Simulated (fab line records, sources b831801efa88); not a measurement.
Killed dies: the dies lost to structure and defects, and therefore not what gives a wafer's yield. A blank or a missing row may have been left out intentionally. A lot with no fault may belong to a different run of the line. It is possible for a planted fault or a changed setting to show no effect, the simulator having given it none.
Which tool did it? | flow sky130 | 13 lots, 38 wafers sampled, at 4 steps of a route of 708

WHAT EACH GAUGE READ, for each wafer
SKY_VT_ADJUST_PCH_OVL_MEAS_07.
lot  | measured     | on         | VT_ADJUST_PCH_OVL (nm)
L125 | day 10 07:13 | overlay-02 | 0.4 2.7 1.9
L126 | day 10 11:14 | overlay-02 | 2.2 2.3 1.6
L127 | day 10 19:38 | overlay-02 | 2.0 2.8 0.8
L128 | day 11 01:31 | overlay-02 | 0.6 1.1 1.6
L131 | day 12 03:02 | overlay-02 | 2.5 3.1 0.9
L134 | day 13 15:17 | overlay-02 | -1.1 -0.6 -1.5
L137 | day 14 17:13 | overlay-02 | 1.9 0.6
L139 | day 15 02:29 | overlay-01 | 1.8 0.5 1.2
L143 | day 16 01:28 | overlay-01 | -1.5 0.2 -1.7
L144 | day 16 11:29 | overlay-01 | -0.1 -1.3 0.6
L145 | day 16 19:44 | overlay-02 | 0.9 0.4 2.5
L146 | day 16 23:47 | overlay-01 | 0.2 3.8 2.4
L147 | day 17 05:23 | overlay-02 | 0.4 0.4 0.3

SKY_SONOS_ONO_THK_MEAS_01.
lot  | measured     | on           | SONOS_ONO_OXIDATION_THK (nm)
L125 | day 11 09:14 | filmMetro-03 | 2.89 2.88 2.89
L126 | day 11 13:58 | filmMetro-02 | 2.91 2.86 2.81
L127 | day 11 21:43 | filmMetro-03 | 2.83 2.81 2.86
L128 | day 12 06:21 | filmMetro-01 | 2.88 2.86 2.82
L131 | day 13 06:09 | filmMetro-02 | 2.87 2.83 2.89
L134 | day 14 21:58 | filmMetro-03 | 3.06 3.08 3.02
L137 | day 15 23:09 | filmMetro-03 | 2.98 2.93
L139 | day 16 09:56 | filmMetro-01 | 2.97 2.88 2.93
L143 | day 17 09:43 | filmMetro-01 | 2.90 2.97 2.89
L144 | day 17 18:48 | filmMetro-03 | 2.93 2.86 2.91
L145 | day 18 02:14 | filmMetro-02 | 2.78 2.81 2.82
L146 | day 18 07:53 | filmMetro-01 | 2.90 2.85 2.87
L147 | day 18 12:27 | filmMetro-01 | 2.88 2.93 2.99

EACH LOT AND THE TOOL THAT RAN IT (in order: tool; ch and the chambers of the sampled wafers; start)
lot  | SKY_PWDE_COAT_02                | SKY_PWDE_STRIP_09
L125 | lithoTrack-03 ch 0, day 3 13:13 | plasmaAsher-01 ch 0,1, day 3 22:18
L126 | lithoTrack-02 ch 0, day 3 15:46 | plasmaAsher-03 ch 1, day 4 00:40
L127 | lithoTrack-04 ch 0, day 4 00:01 | plasmaAsher-01 ch 0,1, day 4 08:23
L128 | lithoTrack-04 ch 0, day 4 01:50 | plasmaAsher-01 ch 0,1, day 4 10:31
L131 | lithoTrack-03 ch 0, day 4 21:26 | plasmaAsher-04 ch 0,1, day 5 05:49
L134 | lithoTrack-03 ch 0, day 5 21:32 | plasmaAsher-04 ch 0,1, day 6 06:58
L137 | lithoTrack-04 ch 0, day 6 14:47 | plasmaAsher-04 ch 0,1, day 7 00:57
L139 | lithoTrack-04 ch 0, day 6 22:25 | plasmaAsher-01 ch 0,1, day 7 08:42
L143 | lithoTrack-02 ch 0, day 7 16:41 | plasmaAsher-03 ch 0, day 8 03:12
L144 | lithoTrack-04 ch 0, day 7 22:38 | plasmaAsher-01 ch 0,1, day 8 08:20
L145 | lithoTrack-02 ch 0, day 8 03:56 | plasmaAsher-01 ch 0,1, day 8 14:42
L146 | lithoTrack-03 ch 0, day 8 06:14 | plasmaAsher-04 ch 0,1, day 8 16:33
L147 | lithoTrack-04 ch 0, day 8 12:38 | plasmaAsher-03 ch 1, day 8 22:51
- SKY_PWDE_COAT_02: resist thk 3000 nm.
- SKY_PWDE_STRIP_09: strips in O2/N2.

AS READ BY THE TOOLS THEMSELVES (means over the sampled wafers that have a number; for cases with no such wafer, the mark the record gives instead)
SKY_PWDE_STRIP_09.
lot  | tool           | drypumpMotorCurrentA (A) | oesProductAu (a.u.) | stripTimeToEndpointS (s)
L125 | plasmaAsher-01 | 5.6                      | 0.721               | 36.82
L126 | plasmaAsher-03 | 5.1                      | 0.721               | 37.08
L127 | plasmaAsher-01 | 5.8                      | 0.724               | 36.98
L128 | plasmaAsher-01 | 5.6                      | 0.726               | 36.95
L131 | plasmaAsher-04 | 6.1                      | 0.724               | 37.93
L134 | plasmaAsher-04 | 6.1                      | 0.721               | 37.83
L137 | plasmaAsher-04 | 6.0                      | 0.719               | 36.98
L139 | plasmaAsher-01 | 5.6                      | 0.719               | 37.05
L143 | plasmaAsher-03 | 5.6                      | 0.718               | 36.91
L144 | plasmaAsher-01 | 5.7                      | 0.724               | 37.03
L145 | plasmaAsher-01 | 5.7                      | 0.721               | 36.71
L146 | plasmaAsher-04 | 5.9                      | 0.719               | 36.93
L147 | plasmaAsher-03 | 5.1                      | 0.721               | 37.00

THE ANSWER, worked out from the rows above alone
Rule: the usual values come from the lots themselves. The widest of any qualifying gaps counts: lots, ordered by their means at a reading, are off when they make up no more than a third of the lots, leave a main group of 4 or more, and stand apart from it by 3 or more times the standard deviation of that group's means. Not used: any main group whose means are identical at the precision the tables above print for the reading. A lot without any number at a reading at which 4 lots or more have one is off too. Where the step has rows for the other lots, those lots are counted as sound. The gauges are gone through in route order, then the tools' own readings, and for those a lot's mean is taken as printed above. At the first step where some lot is off, the reading lying furthest off is the one used; lots without a number count as furthest.
Off at SKY_PWDE_STRIP_09 (stripTimeToEndpointS): L131, L134. Mean 36.95 s and standard deviation 0.1 in the main group.
If a tool, at that step or one of the process steps before it, ran each lot that is off and ran no sound lot following the first of them, it fits. Not one of the candidates tried fits.

WHAT THE SIMULATOR HAD PUT IN
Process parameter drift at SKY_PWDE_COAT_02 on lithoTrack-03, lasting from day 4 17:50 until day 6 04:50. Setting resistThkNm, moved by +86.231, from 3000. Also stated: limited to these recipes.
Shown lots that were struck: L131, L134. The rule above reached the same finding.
